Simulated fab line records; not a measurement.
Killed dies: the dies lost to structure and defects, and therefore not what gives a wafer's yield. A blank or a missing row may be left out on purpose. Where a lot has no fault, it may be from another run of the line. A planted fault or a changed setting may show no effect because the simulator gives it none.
Which tool is to blame? -- flow sky130 -- 6 lots, 18 wafers sampled, at 3 steps of a route of 708

== WHAT THE GAUGES READ, wafer by wafer ==
SKY_PWDE_TW_MEAS_10.
lot,measured,on,PWDE_TW
L410,day 4 23:37,film_metro-04,428.3 424.2 424.2
L413,day 5 15:04,film_metro-03,428.7 430.0 431.0
L422,day 7 15:18,film_metro-02,370.4 370.6 370.2
L424,day 8 04:43,film_metro-04,374.3 374.1 373.7
L426,day 8 13:43,film_metro-04,373.5 373.1 371.0
L429,day 9 05:17,film_metro-04,373.1 372.7 371.2

== WHAT TOOL EACH LOT RAN ON (gives the tool, then ch and the chambers of the sampled wafers, and finally the start) ==
lot,SKY_FIELD_ISO_STRIP_16,SKY_PWDE_IMPLANT_08
L410,"plasma_asher-01 ch 0,1, day 3 04:35","implanter-03 ch 0, day 4 23:24"
L413,"plasma_asher-02 ch 0,1, day 3 18:27","implanter-03 ch 0, day 5 14:50"
L422,"plasma_asher-02 ch 0,1, day 5 16:21","implanter-01 ch 0, day 7 15:03"
L424,"plasma_asher-03 ch 1, day 6 06:30","implanter-03 ch 0, day 8 04:29"
L426,"plasma_asher-02 ch 0,1, day 6 13:35","implanter-03 ch 0, day 8 13:31"
L429,"plasma_asher-01 ch 0,1, day 7 03:52","implanter-03 ch 0, day 9 05:02"
- SKY_FIELD_ISO_STRIP_16: strips in O2/N2.
- SKY_PWDE_IMPLANT_08

== THE ANSWER, worked out from the rows above alone ==
Rule: what is usual is taken from the lots themselves. The widest of any qualifying gaps counts: lots, ordered by their means at a reading, are off when they make up no more than a third of the lots, leave a main group of 4 or more, and stand apart from it by 3 or more times the standard deviation of that group's means. A main group whose means are all the same, to the digits that the tables above print for the reading, isn't used. Also off: a lot with no number at a reading for which 4 or more lots have one. All remaining lots with rows at the step are treated as sound.
Off: L410, L413, seen at SKY_PWDE_TW_MEAS_10 (PWDE_TW). Mean 372.3 and standard deviation 1.3 in the main group.
If a tool, at a process step before that reading, ran all the lots that are off and no sound lot after the first of them, it fits. The gauges at SKY_PWDE_TW_MEAS_10 are tried like those tools. Of those tried, none fits.

== WHAT THE SIMULATOR PUT IN ==
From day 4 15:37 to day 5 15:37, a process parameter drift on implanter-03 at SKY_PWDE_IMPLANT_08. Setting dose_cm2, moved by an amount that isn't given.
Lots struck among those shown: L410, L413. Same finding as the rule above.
